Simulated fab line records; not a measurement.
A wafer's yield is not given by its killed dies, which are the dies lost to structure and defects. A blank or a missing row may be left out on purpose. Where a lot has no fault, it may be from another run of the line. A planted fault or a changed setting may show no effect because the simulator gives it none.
Chamber matching || flow gf180mcu || 4 sister chambers for GF_V3_CMP_04 on cmp-01
The step polishes SiO2. 8 wafers are shown with their chamber, then 7 later ones without.

== WAFERS PAIRED WITH THEIR CHAMBERS ==
{"wafer": "L663.2", "chamber": 2, "motorCurrentA (A)": 13.2, "timeToEndpointS (s)": 81}
{"wafer": "L665.1", "chamber": 2, "motorCurrentA (A)": 12.9, "timeToEndpointS (s)": 86}
{"wafer": "L665.4", "chamber": 3, "motorCurrentA (A)": 11.6, "timeToEndpointS (s)": 82}
{"wafer": "L667.1", "chamber": 0, "motorCurrentA (A)": 11.1, "timeToEndpointS (s)": 75}
{"wafer": "L667.3", "chamber": 1, "motorCurrentA (A)": 11.4, "timeToEndpointS (s)": 80}
{"wafer": "L667.6", "chamber": 0, "motorCurrentA (A)": 11.3, "timeToEndpointS (s)": 77}
{"wafer": "L669.2", "chamber": 1, "motorCurrentA (A)": 11.1, "timeToEndpointS (s)": 78}
{"wafer": "L669.3", "chamber": 3, "motorCurrentA (A)": 11.5, "timeToEndpointS (s)": 77}

== WAFERS WITHOUT THEIR CHAMBER ==
{"wafer": "L669.4", "motorCurrentA (A)": 11.8, "timeToEndpointS (s)": 78}
{"wafer": "L681.1", "motorCurrentA (A)": 11.4, "timeToEndpointS (s)": 80}
{"wafer": "L681.4", "motorCurrentA (A)": 11.5, "timeToEndpointS (s)": 92}
{"wafer": "L681.5", "motorCurrentA (A)": 12.7, "timeToEndpointS (s)": 98}
{"wafer": "L683.3", "motorCurrentA (A)": 11.4, "timeToEndpointS (s)": 80}
{"wafer": "L683.4", "motorCurrentA (A)": 13.3, "timeToEndpointS (s)": 96}
{"wafer": "L683.5", "motorCurrentA (A)": 13.0, "timeToEndpointS (s)": 93}

== EACH ONE'S CHAMBER ==
{"wafer": "L669.4", "from the rows above": "can't be placed: 3 or 1", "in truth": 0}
{"wafer": "L681.1", "from the rows above": "can't be placed: 3 or 1 or 0", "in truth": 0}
{"wafer": "L681.4", "from the rows above": "can't be placed: 3 or 1 or 0", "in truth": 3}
{"wafer": "L681.5", "from the rows above": 2, "in truth": 2}
{"wafer": "L683.3", "from the rows above": "can't be placed: 3 or 1 or 0", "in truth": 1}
{"wafer": "L683.4", "from the rows above": 2, "in truth": 2}
{"wafer": "L683.5", "from the rows above": 2, "in truth": 2}
3 of 7 placed correctly. Can't be placed from these rows: 4 (the true chamber is among the candidates in 3). Placed wrongly: 0.
How it was worked out, from the rows above alone: a wafer's distance from a chamber is the root of the sum, over the readings, of the square of ((its reading less the chamber's mean) divided by the reading's scatter). If the next closest chamber is less than 2 further off than the closest, the wafer can't be placed; otherwise it belongs to the closest. The mean given for a chamber averages the wafers shown for that chamber. The scatter is the square root of a quotient: the sum, over the shown wafers, of each reading's squared deviation from its chamber's mean, divided by wafers minus chambers.
